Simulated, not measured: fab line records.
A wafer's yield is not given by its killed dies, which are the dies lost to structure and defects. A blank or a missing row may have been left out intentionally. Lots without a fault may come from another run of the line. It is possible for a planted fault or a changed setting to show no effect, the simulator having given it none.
Problem report, 8D (eight disciplines) form, completed by code | flow gf180mcu | the parts of the form that need people (team, actions taken, sign-off) are left out

== 1. WHAT IS WRONG ==
NSD_TW at GF_NSD_TW_MEAS_12 reads a mean of 4042 on 6 wafers of 2 lots; wafers without a fault read 4251 with a standard deviation of 28. Relative to the usual mean, that is a shift of -7.5 standard deviations.
The first sign was on wafer L853.1 at day 18 04:32, on film_metro-03. Wafers with a number at this step in the record: 33, from 11 lots. By rule, "out" or "out of limits" means more than 4 standard deviations away from the usual mean. Any other wafer with a number is counted as sound.

== 2. WHAT IT IS, WHAT IT ISN'T ==
question                    | is                           | is not
which readings at this step | NSD_TW                       | -
which lots                  | L853, L854                   | L844, L846, L847, L849, L850, L859, L860, L862, L863
which wafers of those lots  | all that have a number       | -
read on which gauges        | film_metro-02, film_metro-03 | -
when                        | from day 18 04:32            | up to then (15 sound wafers); but 12 sound wafers of L859, L860, L862, L863 came after

== 3. WHAT RULES OUT EACH SUSPECT ==
Counting: a tool stays on the suspect list if, at a process step up to the reading, it processed all lots that are out and no sound lot following the first of them.
- the gauge at GF_NSD_TW_MEAS_12 has been ruled out. The wafers that are out were read on 2 gauges (film_metro-02, film_metro-03).
- implanter-04 at GF_NSD_IMPLANT_09: ruled out as a lasting fault. The sound lots L863 went through it after L853, its earliest lot that is out (day 18 04:08).
Left after counting: nothing in the record.

== 4. THE CAUSE (what the simulator had put in) ==
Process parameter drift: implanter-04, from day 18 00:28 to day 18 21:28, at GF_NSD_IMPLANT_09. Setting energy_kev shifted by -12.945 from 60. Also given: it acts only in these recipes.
The count ruled it out by mistake, since the rule takes a fault to strike every lot its tool runs from the start of the fault on, and this one did not do so.

== 5. SEQUENCE OF EFFECTS, ordered by route ==
Rows list readings where the struck wafers' mean (over those with a number) sits beyond 3 standard deviations from the usual. Only readings whose record carries a usual standard deviation are examined. hours: median over the lots of the time between each lot's start at the first step of this table that gives one and its start at this step. sigmas: the change, counted in usual standard deviations.
hours | step              | reading                  | usual        | on struck wafers | change  | sigmas
0     | GF_NSD_IMPLANT_09 | beam_energy_keV          | 59.997       | 47.053           | -12.944 | -99 or more
0     | GF_NSD_STRIP_11   | oes_product_au           | 0.487 a.u.   | 0.512            | +0.025  | +5.2
0     | GF_NSD_STRIP_11   | strip_time_to_endpoint_s | 22.96 s      | 21.29            | -1.67   | -41
0     | GF_NSD_TW_MEAS_12 | NSD_TW                   | 4251         | 4042             | -209    | -7.5
25    | GF_PSD_RS_MEAS_14 | NSD_RS                   | 46.18 ohm/sq | 49.91            | +3.73   | +42
The process steps in it:
- GF_NSD_IMPLANT_09
- GF_NSD_STRIP_11: strips in O2/N2.
At these later measuring or inspecting steps, every struck wafer for which the step has a row has a number for every such reading, and none has moved that far: GF_PSD_RS_MEAS_15.

== 6. HOW IT WOULD HAVE BEEN CAUGHT EARLIER ==
Counted from the fault's start at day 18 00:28, it took 4 hours until the first out-of-limits reading at a measuring or inspecting step in this record, taken at day 18 04:32.
Tool's own readings at GF_NSD_IMPLANT_09, beam_energy_keV: out on all struck wafers the step has rows for; an alarm limit on them would have tripped on the first.
